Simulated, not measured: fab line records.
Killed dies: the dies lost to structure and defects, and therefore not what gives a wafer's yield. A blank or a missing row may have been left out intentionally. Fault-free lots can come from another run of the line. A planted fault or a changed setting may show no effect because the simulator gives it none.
Matching of chambers / flow gf180mcu / 4 sister chambers for GF_V4_ETCH_16 on rieDiel-02
The step etches BARC in N2/H2. 14 wafers are shown with their chamber, then 7 later ones without.

== WAFERS PAIRED WITH THEIR CHAMBERS ==
wafer=L076.2; chamber=2; throttleValvePct (%)=13.234; oesProductAu (a.u.)=0.852; n2FlowSccm (sccm)=100.15
wafer=L076.5; chamber=0; throttleValvePct (%)=13.224; oesProductAu (a.u.)=0.854; n2FlowSccm (sccm)=100.46
wafer=L076.6; chamber=1; throttleValvePct (%)=13.232; oesProductAu (a.u.)=0.859; n2FlowSccm (sccm)=100.19
wafer=L080.1; chamber=3; throttleValvePct (%)=13.224; oesProductAu (a.u.)=0.858; n2FlowSccm (sccm)=99.47
wafer=L080.3; chamber=2; throttleValvePct (%)=13.215; oesProductAu (a.u.)=0.857; n2FlowSccm (sccm)=99.56
wafer=L080.4; chamber=1; throttleValvePct (%)=13.231; oesProductAu (a.u.)=0.858; n2FlowSccm (sccm)=100.05
wafer=L083.1; chamber=0; throttleValvePct (%)=13.238; oesProductAu (a.u.)=0.857; n2FlowSccm (sccm)=99.85
wafer=L083.2; chamber=3; throttleValvePct (%)=13.219; oesProductAu (a.u.)=0.854; n2FlowSccm (sccm)=100.51
wafer=L083.4; chamber=2; throttleValvePct (%)=13.212; oesProductAu (a.u.)=0.862; n2FlowSccm (sccm)=100.19
wafer=L085.3; chamber=2; throttleValvePct (%)=13.202; oesProductAu (a.u.)=0.852; n2FlowSccm (sccm)=99.87
wafer=L085.4; chamber=3; throttleValvePct (%)=13.217; oesProductAu (a.u.)=0.852; n2FlowSccm (sccm)=100.03
wafer=L085.5; chamber=3; throttleValvePct (%)=13.231; oesProductAu (a.u.)=0.850; n2FlowSccm (sccm)=99.81
wafer=L088.1; chamber=0; throttleValvePct (%)=13.218; oesProductAu (a.u.)=0.864; n2FlowSccm (sccm)=99.87
wafer=L088.2; chamber=1; throttleValvePct (%)=13.217; oesProductAu (a.u.)=0.845; n2FlowSccm (sccm)=99.85

SIGNATURES (means of the wafers above)
reading=throttleValvePct; chamber 0=13.22667; chamber 1=13.22667; chamber 2=13.21575; chamber 3=13.22275; scatter within a chamber=0.01
reading=oesProductAu; chamber 0=0.85833; chamber 1=0.85400; chamber 2=0.85575; chamber 3=0.85350; scatter within a chamber=0.00528
reading=n2FlowSccm; chamber 0=100.0600; chamber 1=100.0300; chamber 2=99.9425; chamber 3=99.9550; scatter within a chamber=0.335
Rule: a wafer lies at a distance from a chamber equal to the root of the sum of squares, over the readings, of (its reading less the chamber's mean, divided by the reading's scatter). The wafer belongs to the nearest chamber; if the next one is less than 2 further off, it can't be placed. The scatter: the root of (the sum of the squares of (reading less its chamber's mean) over the shown wafers, divided by (wafers less chambers)).

== WAFERS MISSING THEIR CHAMBER ==
wafer=L088.6; throttleValvePct (%)=13.233; oesProductAu (a.u.)=0.859; n2FlowSccm (sccm)=99.79
wafer=L091.1; throttleValvePct (%)=13.228; oesProductAu (a.u.)=0.862; n2FlowSccm (sccm)=100.23
wafer=L091.2; throttleValvePct (%)=13.212; oesProductAu (a.u.)=0.856; n2FlowSccm (sccm)=100.01
wafer=L091.5; throttleValvePct (%)=13.229; oesProductAu (a.u.)=0.851; n2FlowSccm (sccm)=100.21
wafer=L094.2; throttleValvePct (%)=13.235; oesProductAu (a.u.)=0.854; n2FlowSccm (sccm)=100.30
wafer=L094.3; throttleValvePct (%)=13.219; oesProductAu (a.u.)=0.860; n2FlowSccm (sccm)=100.08
wafer=L094.6; throttleValvePct (%)=13.217; oesProductAu (a.u.)=0.856; n2FlowSccm (sccm)=100.40

== CHAMBER TAKEN BY EACH ==
wafer=L088.6; from the rows above=can't be placed: 0 or 1 or 3 or 2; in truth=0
wafer=L091.1; from the rows above=can't be placed: 0 or 1 or 3 or 2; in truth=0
wafer=L091.2; from the rows above=can't be placed: 2 or 3 or 1 or 0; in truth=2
wafer=L091.5; from the rows above=can't be placed: 1 or 3 or 0 or 2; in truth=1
wafer=L094.2; from the rows above=can't be placed: 1 or 0 or 3 or 2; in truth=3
wafer=L094.3; from the rows above=can't be placed: 0 or 2 or 3 or 1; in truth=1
wafer=L094.6; from the rows above=can't be placed: 2 or 0 or 1 or 3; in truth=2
Correct placement for 0 of the 7. Not placeable from these rows: 7 (in 7, the candidates include the true chamber). Placed wrongly: 0.
